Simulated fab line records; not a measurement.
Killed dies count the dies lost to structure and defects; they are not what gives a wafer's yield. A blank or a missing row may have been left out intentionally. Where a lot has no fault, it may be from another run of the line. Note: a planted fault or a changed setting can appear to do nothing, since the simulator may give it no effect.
fab line records    flow sky130
[record] lots = 6  wafers = 18  last_day = 49
route steps=708 shown VIA4@645 METAL5@661 PAD_OPEN@708
lots that met no fault: from a run of the same line without faults
start_h: start of the lot's first displayed wafer, in hours after the record's first day    wait_h: how many hours have passed since the lot's step before this one    " the same as in the row above    L1.1+2: a row that stands for several wafers    - no value, or no start given    * or withheld: withheld    < > ~ a bound
route shown NAME@n: a module of which the file shows steps, and the number in the route of the first    usual: mean/standard deviation of fault-free wafers    same: alike in all rows    chamber/n: place in a boat    sites: readings site by site    _std_site: the standard deviation of these    _edge_site: the outer-site mean with the inner-site mean subtracted    radius_mm: how far each site lies from the wafer's centre    mask NAME#n: copy n    behind: the last tool/chamber to shape the wafer    hold: reason for holding the lot/hours on hold/outcome of the hold    device: the transistor (n, p or np) that didn't switch    end of line: tests of these same wafers at the route's end    a step given without rows: its recipe and nothing more    killed: not the wafer's yield, but the dies lost to structure and defects at the first sort    map: the dies of a wafer, with x for killed, . for not killed, _ for no die there
set.NAME: the setting the step ran with; set.NAME@STEP: the setting that earlier step ran with    model.NAME: the simulator's own value behind a step, which no gauge read
lots at some steps of the route; a table a step, a row a wafer
services: a tool's chamber out of use, with start hour (start_h, from the record's first day; less than 0 if before it), hours out, and reason
[[steps]]
[step SKY_VIA4_COAT_06]
[recipe] resist = NOVOLAK  spin_rpm = 3000  resist_thk_nm = 1140
[step SKY_VIA4_SOFTBAKE_07]
[recipe] temp_c = 90  time_s = 60  resist = NOVOLAK
[step SKY_VIA4_EXPOSE_08]
[recipe] mask_id = VIM4  na = 0.6  source_shape = conventional  sigma_outer = 0.6  polarization = unpolarized  target_cd_nm = 800  dose_mj = 132
[step SKY_VIA4_PEB_09]
[recipe] temp_c = withheld  time_s = *  resist = NOVOLAK
[step SKY_VIA4_DEVELOP_10]
[recipe] resist = NOVOLAK  developer = TMAH  develop_time_s = 60  dev_temp_c = 23
[step SKY_VIA4_OVL_MEAS_11]
[usual] VIA4_OVL = -0.4/1.4
lot.wafer  tool        chamber  start_h  wait_h  VIA4_OVL[nm]
L154.2     overlay-01  -        1005.13  0.1     -0.8
L154.5     "           -        "        "       -0.7
L154.6     "           -        "        "       -1.1
L157.2     overlay-02  -        1026.26  0.1     -0.6
L157.3     "           -        "        "       0.2
L157.5     "           -        "        "       -3.2
L160.1     overlay-02  -        1043.82  0.1     -1.6
L160.2     "           -        "        "       -2.4
L160.5     "           -        "        "       0.0
L170.3     overlay-01  -        1106.18  0.1     -1.5
L170.4     "           -        "        "       -0.4
L170.5     "           -        "        "       -0.7
L171.3     overlay-02  -        1111.24  0.1     -1.8
L171.4     "           -        "        "       -2.2
L171.6     "           -        "        "       -3.1
L174.1     overlay-02  -        1125.07  0.1     -1.1
L174.4     "           -        "        "       0.7
L174.5     "           -        "        "       -0.4
[step SKY_VIA4_ETCH_12]
[recipe] target = SiO2  chemistry = C4F8/O2/Ar  stop_on = TiN  mask_material = NOVOLAK  source_w = 1500  bias_w = 1200  pressure_mtorr = 40  c4f8_flow_sccm = withheld  O2_flow_sccm = 6  Ar_flow_sccm = 300  time_s = withheld  target_depth_a = 5800
[usual] oes_product_au = 0.925/0.005
lot.wafer  tool         chamber  start_h  wait_h  oes_product_au
L154.2     rie_diel-02  3        1005.16  0.0     0.925
L154.5     "            0        "        "       0.931
L154.6     "            1        "        "       0.927
L157.2     rie_diel-03  1        1026.29  0.0     0.922
L157.3     "            3        "        "       0.920
L157.5     "            2        "        "       0.920
L160.1     rie_diel-01  0        1043.85  0.0     0.930
L160.2     "            2        "        "       0.916
L160.5     "            0        "        "       0.925
L170.3     rie_diel-02  3        1106.20  0.0     0.928
L170.4     "            1        "        "       0.922
L170.5     "            0        "        "       0.931
L171.3     rie_diel-02  0        1111.26  0.0     0.919
L171.4     "            0        "        "       0.931
L171.6     "            3        "        "       0.924
L174.1     rie_diel-03  1        1125.10  0.0     0.927
L174.4     "            3        "        "       0.917
L174.5     "            2        "        "       0.924
[step SKY_VIA4_STRIP_13]
[recipe] chemistry = O2/N2  power_w = 1400  pressure_mtorr = 1500  platen_temp_c = withheld  o2_flow_sccm = 3000  n2_flow_sccm = 300  overash_fraction = 0.5
[usual] drypump_motor_current_A = 5.6/0.66  oes_product_au = 0.709/0.0045  strip_time_to_endpoint_s = 12.82/0.037
lot.wafer  tool             chamber  start_h  wait_h  drypump_motor_current_A  oes_product_au  rf_hours_counter_h  strip_time_to_endpoint_s
L154.2     plasma_asher-01  0        1005.23  -       6.5                      0.711           92                  12.84
L154.5     "                0        "        "       6.6                      0.707           -                   12.90
L154.6     "                1        "        "       5.0                      0.710           -                   12.87
L157.2     plasma_asher-02  0        1026.36  -       6.1                      0.711           29                  12.80
L157.3     "                0        "        "       6.1                      0.708           -                   12.83
L157.5     "                0        "        "       6.1                      0.707           -                   12.80
L160.1     plasma_asher-02  0        1043.92  -       6.1                      0.704           30                  12.78
L160.2     "                1        "        "       4.7                      0.717           30                  12.77
L160.5     "                1        "        "       4.8                      0.707           -                   12.81
L170.3     plasma_asher-01  0        1106.31  -       6.5                      0.710           -                   12.78
L170.4     "                1        "        "       5.1                      0.715           -                   12.80
L170.5     "                0        "        "       6.6                      0.710           -                   12.83
L171.3     plasma_asher-01  0        1111.37  -       6.5                      0.714           -                   12.77
L171.4     "                1        "        "       5.1                      0.708           -                   12.77
L171.6     "                1        "        "       5.0                      0.699           -                   12.82
L174.1     plasma_asher-03  1        1125.17  -       5.8                      0.700           63                  12.79
L174.4     "                1        "        "       5.8                      0.712           -                   12.81
L174.5     "                0        "        "       5.4                      0.716           -                   12.79
[step SKY_VIA4_STRIP_14]
[recipe] chemistry = post_etch_residue_remover  time_s = 1200  temp_c = 72.5
[step SKY_VIA4_CLEAN_15]
[recipe] chemistry = IPA  time_s = 180  temp_c = 25
[step SKY_VIA4_CLEAN_16]
[recipe] chemistry = O3/DIW  dry = n2_spin
[step SKY_VIA4_SPUTTER_17]
[recipe] material = TiN  target_thk_nm = 20  chamber_pressure_pa = 5  power_w = 4000  time_s = 80
[usual] throttle_valve_pct = 29.9/0.49
[same] time_s = 80
lot.wafer  tool            chamber  start_h  wait_h  throttle_valve_pct
L154.2     pvd_sputter-01  -        1005.87  0.0     30.1
L154.5     "               -        "        "       30.1
L154.6     "               -        "        "       28.4
L157.2     pvd_sputter-04  -        1026.95  0.0     29.9
L157.3     "               -        "        "       29.6
L157.5     "               -        "        "       29.8
L160.1     pvd_sputter-01  -        1044.52  0.0     29.9
L160.2     "               -        "        "       30.2
L160.5     "               -        "        "       29.9
L170.3     pvd_sputter-04  -        1106.87  0.0     29.7
L170.4     "               -        "        "       30.3
L170.5     "               -        "        "       29.7
L171.3     pvd_sputter-02  -        1111.94  0.0     29.4
L171.4     "               -        "        "       30.6
L171.6     "               -        "        "       30.0
L174.1     pvd_sputter-02  -        1125.78  0.0     30.0
L174.4     "               -        "        "       29.9
L174.5     "               -        "        "       29.8
[step SKY_VIA4_CVD_18]
[recipe] material = W  target_thk_nm = 505  time_s = 152.14  temp_c = 402.1  pressure_torr = 40
[usual] heater_power_w = 842/76
lot.wafer  tool      chamber  start_h  wait_h  heater_power_w  model.W_of_VIA4_CVD_18.thk_nm
L154.2     cvd_w-01  1        1005.93  0.0     936             530.4
L154.5     "         1        "        "       956             517.6
L154.6     "         0        "        "       841             519.5
L157.2     cvd_w-02  0        1027.02  0.0     733             714.5
L157.3     "         0        "        "       726             722
L157.5     "         0        "        "       757             717.2
L160.1     cvd_w-02  1        1044.58  0.0     922             760.2
L160.2     "         0        "        "       740             730.8
L160.5     "         0        "        "       753             729.1
L170.3     cvd_w-02  0        1107.11  0.2     754             524.3
L170.4     "         1        "        "       909             550.3
L170.5     "         0        "        "       765             519.5
L171.3     cvd_w-02  0        1112.10  0.1     736             522.4
L171.4     "         0        "        "       754             518.6
L171.6     "         0        "        "       749             524.1
L174.1     cvd_w-02  1        1125.84  0.0     894             542.1
L174.4     "         0        "        "       740             511.1
L174.5     "         1        "        "       879             541.1
[step SKY_VIA4_RS_MEAS_19]
[recipe] thk_meas_gauge = four-point-probe  reads = W_of_VIA4_CVD_18+TiN_of_VIA4_SPUTTER_17
[usual] VIA4_W_RS = 0.216/0.0046
lot.wafer  tool           chamber  start_h  wait_h  hold                      VIA4_W_RS[ohm/sq]
L154.2     film_metro-01  -        1006.10  0.1     -                         0.215
L154.5     "              -        "        "       -                         0.221
L154.6     "              -        "        "       -                         0.221
L157.2     film_metro-03  -        1027.20  0.1     await_dispo/0.2h/release  0.159
L157.3     "              -        "        "       await_dispo/0.2h/release  0.158
L157.5     "              -        "        "       await_dispo/0.2h/release  0.159
L157.2     film_metro-03  -        1027.49  0.3     -                         0.159
L157.3     "              -        "        "       -                         0.158
L157.5     "              -        "        "       -                         0.159
L160.1     film_metro-02  -        1044.73  0.1     await_dispo/0.2h/release  0.150
L160.2     "              -        "        "       await_dispo/0.2h/release  0.156
L160.5     "              -        "        "       await_dispo/0.2h/release  0.157
L160.1     film_metro-02  -        1045.02  0.3     -                         0.150
L160.2     "              -        "        "       -                         0.156
L160.5     "              -        "        "       -                         0.157
L170.3     film_metro-01  -        1107.25  0.1     -                         0.218
L170.4     "              -        "        "       -                         0.208
L170.5     "              -        "        "       -                         0.220
L171.3     film_metro-02  -        1112.35  0.2     -                         0.219
L171.4     "              -        "        "       -                         0.221
L171.6     "              -        "        "       -                         0.218
L174.1     film_metro-02  -        1125.99  0.1     -                         0.211
L174.4     "              -        "        "       -                         0.224
L174.5     "              -        "        "       -                         0.211
[step SKY_VIA4_THK_MEAS_20]
[recipe] thk_meas_gauge = xrf  reads = W_of_VIA4_CVD_18
[usual] VIA4_W_THK = 517/12
lot.wafer  tool           chamber  start_h  wait_h  hold                      VIA4_W_THK[nm]
L154.2     film_metro-01  -        1006.21  0.1     -                         520
L154.5     "              -        "        "       -                         509
L154.6     "              -        "        "       -                         508
L157.2     film_metro-03  -        1031.45  3.9     await_dispo/0.2h/release  683
L157.3     "              -        "        "       await_dispo/0.2h/release  691
L157.5     "              -        "        "       await_dispo/0.2h/release  681
L157.2     film_metro-03  -        1031.68  0.2     -                         684
L157.3     "              -        "        "       -                         686
L157.5     "              -        "        "       -                         688
L160.1     film_metro-02  -        1047.80  2.8     await_dispo/0.2h/release  740
L160.2     "              -        "        "       await_dispo/0.2h/release  720
L160.5     "              -        "        "       await_dispo/0.2h/release  718
L160.1     film_metro-02  -        1048.09  0.3     -                         745
L160.2     "              -        "        "       -                         713
L160.5     "              -        "        "       -                         712
L170.3     film_metro-01  -        1107.35  0.1     -                         512
L170.4     "              -        "        "       -                         536
L170.5     "              -        "        "       -                         504
L171.3     film_metro-02  -        1112.45  0.1     -                         509
L171.4     "              -        "        "       -                         504
L171.6     "              -        "        "       -                         512
L174.1     film_metro-02  -        1126.11  0.1     -                         529
L174.4     "              -        "        "       -                         498
L174.5     "              -        "        "       -                         525
[step SKY_VIA4_CMP_21]
[recipe] stop_on = SiO2  t_overpolish_s = 25  down_force_psi = 3.5  platen_rpm = 60  target_thk_nm = 0  pad_velocity_m_s = 0.94248
[usual] motor_current_A = 10.8/1.2  platen_rpm = 60.00/0.036  time_to_endpoint_s = 127/6.4
lot.wafer  tool    chamber  start_h  wait_h  hold                      motor_current_A  platen_rpm  time_to_endpoint_s
L154.2     cmp-02  0        1006.36  0.1     -                         9.7              60.01       119
L154.6     "       2        "        "       -                         11.8             60.02       124
L154.5     "       3        "        "       -                         13.3             59.99       119
L157.2     cmp-01  0        1032.39  0.7     await_dispo/0.6h/release  11.9             60.04       177
L157.3     "       1        "        "       await_dispo/0.6h/release  9.5              59.96       170
L157.5     "       0        "        "       await_dispo/0.6h/release  11.6             60.04       173
L160.1     cmp-02  2        1049.07  1.0     await_dispo/0.9h/release  11.5             59.97       180
L160.2     "       3        "        "       await_dispo/0.9h/release  13.4             59.97       171
L160.5     "       2        "        "       await_dispo/0.9h/release  11.6             59.98       175
L170.4     cmp-02  0        1107.49  0.1     -                         9.6              59.99       131
L170.3     "       1        "        "       -                         11.2             60.01       139
L170.5     "       3        "        "       -                         12.9             59.98       124
L171.4     cmp-02  3        1112.49  0.0     -                         12.4             59.99       125
L171.3     "       1        "        "       -                         10.7             60.03       138
L171.6     "       3        "        "       -                         13.1             60.05       122
L174.1     cmp-01  2        1126.17  0.1     -                         9.6              60.05       122
L174.4     "       1        "        "       -                         9.7              59.94       112
L174.5     "       2        "        "       -                         9.2              60.03       120
[step SKY_METAL5_SPUTTER_00]
[recipe] material = Ti  target_thk_nm = 15  power_w = 3000  time_s = 10  chamber_pressure_pa = 0.4
[usual] throttle_valve_pct = 30.1/0.47
[same] time_s = 10
lot.wafer  tool            chamber  start_h  wait_h  throttle_valve_pct
L154.2     pvd_sputter-02  -        1006.56  0.1     29.5
L154.5     "               -        "        "       29.6
L154.6     "               -        "        "       29.8
L157.2     pvd_sputter-02  -        1032.64  0.2     30.0
L157.3     "               -        "        "       29.6
L157.5     "               -        "        "       30.5
L160.1     pvd_sputter-02  -        1049.37  0.2     30.0
L160.2     "               -        "        "       30.3
L160.5     "               -        "        "       29.8
L170.3     pvd_sputter-04  -        1107.69  0.1     30.6
L170.4     "               -        "        "       29.8
L170.5     "               -        "        "       30.3
L171.3     pvd_sputter-04  -        1112.79  0.1     30.1
L171.4     "               -        "        "       29.8
L171.6     "               -        "        "       30.0
L174.1     pvd_sputter-04  -        1126.47  0.2     29.8
L174.4     "               -        "        "       29.9
L174.5     "               -        "        "       30.1
[step SKY_PAD_OPEN_PROBE_99]
[usual] defect_limited_yield = 82.4/2  killed_at_M0_to_M3 = 43/6.6  killed_at_M4_up = 3.0/1.7  killed_at_contacts = 24/5.4  killed_at_front_end = 16/4.6  killed_at_other = 0.3/0.53  killed_dies = 87/9.7  killed_open = 47/7.3  killed_short = 39/6.5  sort_bin_3_pad_short = 0.9/0.41  sort_bin_5_function = 10.4/1.4  sort_bin_6_memory = 6.3/1.2  sort_n_pass = 405/9.7  sort_yield_pct = 82.4/2
[same] gross_dies = 492  killed_at_back_side = 0  sort_bin_4_leakage[%] = 0  sort_bin_8_speed[%] = 0
lot.wafer  tool       chamber  start_h  wait_h  defect_limited_yield[%]  killed_at_M0_to_M3  killed_at_M4_up  killed_at_contacts  killed_at_front_end  killed_at_other  killed_dies  killed_open  killed_short  sort_bin_3_pad_short[%]  sort_bin_5_function[%]  sort_bin_6_memory[%]  sort_n_pass  sort_yield_pct[%]
L154.2     prober-01  -        1076.26  0.1     84.6                     42                  2                21                  11                   0                76           47           29            0.2                      8.7                     6.5                   416          84.6
L154.5     prober-01  -        1076.41  0.2     80.9                     49                  2                28                  14                   1                94           59           35            0.8                      11.8                    6.5                   398          80.9
L154.6     prober-01  -        1076.46  0.2     85.6                     33                  0                22                  14                   2                71           39           32            1.0                      8.3                     5.1                   421          85.6
L157.2     prober-02  -        1095.81  0.1     81.7                     36                  3                28                  22                   1                90           39           51            1.0                      11.4                    5.9                   402          81.7
L157.3     prober-02  -        1095.86  0.2     79.9                     47                  5                30                  17                   0                99           57           42            0.6                      11.8                    7.7                   393          79.9
L157.5     prober-02  -        1095.96  0.2     78.9                     55                  3                26                  20                   0                104          50           54            0.8                      12.8                    7.5                   388          78.9
L160.1     prober-01  -        1111.43  0.1     80.3                     52                  1                28                  14                   2                97           44           53            1.2                      11.2                    7.3                   395          80.3
L160.2     prober-01  -        1111.48  0.1     84.8                     35                  7                18                  15                   0                75           40           35            0.4                      8.9                     5.9                   417          84.8
L160.5     prober-01  -        1111.63  0.2     79.5                     52                  3                24                  21                   1                101          59           40            1.4                      11.8                    7.3                   391          79.5
L174.1     prober-02  -        1183.56  0.1     83.5                     44                  3                19                  15                   0                81           46           35            0.6                      10.8                    5.1                   411          83.5
L174.4     prober-02  -        1183.71  0.2     79.5                     52                  3                26                  20                   0                101          58           40            0.4                      11.0                    9.1                   391          79.5
L174.5     prober-02  -        1183.76  0.2     83.7                     43                  2                11                  24                   0                80           50           30            1.0                      9.8                     5.5                   412          83.7
// killed by level:class
L154.2 LI_CONTACT:geometric_particle:open=8 VIA2:geometric_particle:open=8 VIA1:geometric_particle:open=6 CONTACT:geometric_particle:open=6 VIA3:geometric_particle:open=5 POLY_GATE:geometric_particle:open=4 VIA1:geometric_particle:short=4 METAL3:geometric_particle:short=4
L154.5 VIA1:geometric_particle:open=17 LI_CONTACT:geometric_particle:open=8 CONTACT:geometric_particle:open=8 VIA2:geometric_particle:open=7 VIA3:geometric_particle:open=5 VIA1:geometric_particle:short=5 LI_CONTACT:geometric_particle:short=4 POLY_GATE:geometric_particle:short=3
L154.6 VIA3:geometric_particle:open=8 CONTACT:geometric_particle:open=7 VIA1:geometric_particle:open=6 FIELD_ISO:geometric_particle:open=5 LI_CONTACT:geometric_particle:open=5 LOCAL_INTERCONNECT:geometric_particle:short=5 POLY_GATE:geometric_particle:open=4 METAL3:geometric_particle:short=4
L157.2 LOCAL_INTERCONNECT:geometric_particle:short=11 METAL1:geometric_particle:short=9 CONTACT:geometric_particle:open=7 FIELD_ISO:geometric_particle:short=5 FIELD_ISO:geometric_particle:open=5 CONTACT:geometric_particle:short=5 VIA1:geometric_particle:open=5 SPACER:geometric_particle:open=4
L157.3 CONTACT:geometric_particle:open=14 VIA1:geometric_particle:open=14 VIA2:geometric_particle:open=8 CONTACT:geometric_particle:short=7 VIA2:geometric_particle:short=6 POLY_GATE:geometric_particle:open=5 LI_CONTACT:geometric_particle:open=5 METAL2:geometric_particle:short=5
L157.5 CONTACT:geometric_particle:open=9 METAL2:geometric_particle:short=9 POLY_GATE:geometric_particle:short=8 VIA2:geometric_particle:open=8 VIA3:geometric_particle:open=8 LI_CONTACT:geometric_particle:open=7 CONTACT:geometric_particle:short=7 VIA1:geometric_particle:open=7
L160.1 METAL1:geometric_particle:short=12 VIA3:geometric_particle:open=10 LI_CONTACT:geometric_particle:open=7 LOCAL_INTERCONNECT:geometric_particle:short=7 CONTACT:geometric_particle:open=6 VIA1:geometric_particle:short=6 VIA1:geometric_particle:open=6 VIA2:geometric_particle:open=6
L160.2 VIA1:geometric_particle:open=9 POLY_GATE:geometric_particle:open=6 LI_CONTACT:geometric_particle:open=6 VIA2:geometric_particle:open=6 CONTACT:geometric_particle:open=5 VIA2:geometric_particle:short=5 CONTACT:geometric_particle:short=4 METAL1:geometric_particle:short=4
L160.5 VIA3:geometric_particle:open=12 VIA1:geometric_particle:open=12 CONTACT:geometric_particle:open=11 LI_CONTACT:geometric_particle:open=8 METAL2:geometric_particle:short=7 VIA2:geometric_particle:open=6 POLY_GATE:geometric_particle:short=5 FIELD_ISO:geometric_particle:short=4
L174.1 VIA1:geometric_particle:open=8 LI_CONTACT:geometric_particle:open=7 VIA2:geometric_particle:open=7 POLY_GATE:geometric_particle:open=5 METAL2:geometric_particle:open=5 METAL2:geometric_particle:short=5 VIA3:geometric_particle:open=5 VIA2:geometric_particle:short=5
L174.4 CONTACT:geometric_particle:open=14 VIA1:geometric_particle:open=14 METAL2:geometric_particle:short=9 METAL1:geometric_particle:short=8 POLY_GATE:geometric_particle:open=6 VIA3:geometric_particle:open=6 FIELD_ISO:geometric_particle:open=4 LI_CONTACT:geometric_particle:open=4
L174.5 VIA1:geometric_particle:open=16 POLY_GATE:geometric_particle:open=8 VIA3:geometric_particle:open=8 POLY_GATE:geometric_particle:short=7 CONTACT:geometric_particle:open=6 VIA3:geometric_particle:short=4 VIA2:geometric_particle:open=4 FIELD_ISO:geometric_particle:short=3
[[services]]
tool             chamber  start_h  hours  kind
cvd_w-01         -        1010.57  6.0    pm
plasma_asher-02  -        1016.69  2.8    pm
rie_diel-03      0        1027.24  18.4   repair
cmp-02           -        1039.52  1.0    repair
pvd_sputter-02   -        1040.11  1.9    repair
rie_diel-01      -        1044.88  0.6    repair
pvd_sputter-01   2        1045.61  -      consumable_replace:kit
cmp-02           -        1053.24  7.1    pm
rie_diel-01      -        1074.41  15.6   pm
pvd_sputter-02   3        1075.08  -      consumable_replace:kit
pvd_sputter-02   3        1075.08  18.0   scheduled_down
pvd_sputter-02   3        1075.08  18.0   vent_cycle
cvd_w-01         -        1076.81  2.7    repair
plasma_asher-01  -        1082.39  9.2    repair
cmp-01           -        1084.15  4.0    pm
cvd_w-02         -        1097.60  1.1    repair
cvd_w-01         -        1104.60  6.9    pm
pvd_sputter-04   3        1106.74  -      consumable_replace:kit
pvd_sputter-04   3        1106.74  18.0   scheduled_down
pvd_sputter-04   3        1106.74  18.0   vent_cycle
rie_diel-02      2        1110.04  11.4   repair
cvd_w-02         1        1110.43  2.1    repair
cmp-01           -        1114.22  2.3    repair
pvd_sputter-01   -        1122.18  3.7    repair
[[key]]
[first_sign] step = SKY_VIA4_RS_MEAS_19  reading = visit  direction = added
[effect] step = SKY_VIA4_RS_MEAS_19  reading = VIA4_W_RS  direction = down  sigmas = 13  usual = 0.216  struck = 0.156
[effect] step = SKY_VIA4_THK_MEAS_20  reading = visit  direction = added
[effect] step = SKY_VIA4_THK_MEAS_20  reading = VIA4_W_THK  direction = up  sigmas = 16  usual = 517  struck = 706
[effect] step = SKY_VIA4_CMP_21  reading = time_to_endpoint_s  direction = up  sigmas = 7.4  usual = *  struck = *
[model_effect] step = SKY_VIA4_CVD_18  value = W_of_VIA4_CVD_18.thk_nm  without = 525.4  struck = 729
met_at SKY_VIA4_CVD_18
struck_wafers L157.2,L157.3,L157.5,L160.1,L160.2,L160.5
also_fits SKY_VIA4_STRIP_13:plasma_asher-02
[fault] kind = process_parameter_drift  tool = cvd_w-02  chamber = -  onset_h = 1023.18  steps = SKY_VIA4_CVD_18  channel = target_thk_nm  offset = 194.88  shape = step  end_h = 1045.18  acts_in = these_recipes_only  stated = 505
